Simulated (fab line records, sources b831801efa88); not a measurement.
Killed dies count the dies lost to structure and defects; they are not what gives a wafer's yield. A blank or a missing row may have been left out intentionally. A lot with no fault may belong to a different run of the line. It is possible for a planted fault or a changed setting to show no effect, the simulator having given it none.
2 desks looking at one fault -- flow gf180mcu -- each desk holds nothing but its own numbers, with what lay behind them at the end

## THE METROLOGY DESK
Means of the sampled wafers that have a number, per lot and without regard to the tool the lot ran on: this is what the gauges read. The brackets show how far a lot's mean lies from the usual mean; more than 4 standard deviations puts the lot out of limits, marked OUT.
Columns: A = cd-nm at GF_HV_LDD_CD_MEAS_46, usual 399.7 nm; B = NSD_RS at GF_PSD_RS_MEAS_14, usual 46.08 ohm/sq
lot,first seen here,A,B
L487,day 12 06:40,400.2,46.00
L488,day 12 14:13,399.2,46.06
L489,day 13 06:14,401.8,46.13
L494,day 15 01:35,403.1,46.01
L496,day 15 05:09,400.6,46.04
L497,day 15 21:46,398.1,46.08
L499,day 16 12:26,401.1,46.08
L500,day 16 16:42,401.8,46.10
L501,day 17 00:17,399.3,46.09
L507,day 18 23:00,401.6,46.59 (+7.0) OUT
L508,day 19 08:13,396.1,46.53 (+6.1) OUT
L509,day 19 19:06,401.0,46.59 (+6.8) OUT
This desk finds L507, L508, L509 out of limits, with the earliest case on L507 at day 21 02:57 (NSD_RS at GF_PSD_RS_MEAS_14). L487, L488, L489, L494, L496, L497, L499, L500, L501: within limits.

## TOOL OWNER'S DESK, implanter-02
The tool's own readings at GF_NSD_IMPLANT_09, given as means over the sampled wafers that have a number, one for each lot that went through this tool. The brackets show how far a lot's mean lies from the usual mean; more than 4 standard deviations puts the lot out of limits, marked OUT.
Columns: A = end-station-pressure-torr at GF_NSD_IMPLANT_09, usual 1.36e-05 Torr; B = faraday-current-uA at GF_NSD_IMPLANT_09, usual 12355
lot,first seen here,A,B
L487,day 13 05:29,1.50e-05,13412
L488,day 13 12:50,1.42e-05,13461
L489,day 14 05:47,1.51e-05,13493
L497,day 16 22:43,1.43e-05,13518
L499,day 17 13:53,1.51e-05,13244
L507,day 20 01:53,1.50e-05,13152
L508,day 20 12:09,1.40e-05,13489
L509,day 20 23:14,1.51e-05,13501
Finding of this desk: none of the 8 lots has anything out of limits.

## PUT TOGETHER
The metrology desk could have raised an alarm at day 21 02:57, on L507, L508, L509.
The tool owner's desk saw nothing out of limits.
On record at the tool owner's desk: L507, L508, L509, within its limits.
Of the lots named, all ran GF_NSD_IMPLANT_09 on implanter-02.

## WHAT WAS PUT IN BY THE SIMULATOR
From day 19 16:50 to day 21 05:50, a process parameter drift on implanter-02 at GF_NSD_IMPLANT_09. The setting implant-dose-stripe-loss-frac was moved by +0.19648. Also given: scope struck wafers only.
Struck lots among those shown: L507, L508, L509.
Delay in hours, fault start to first out-of-limits reading, per desk: metrology desk 34.
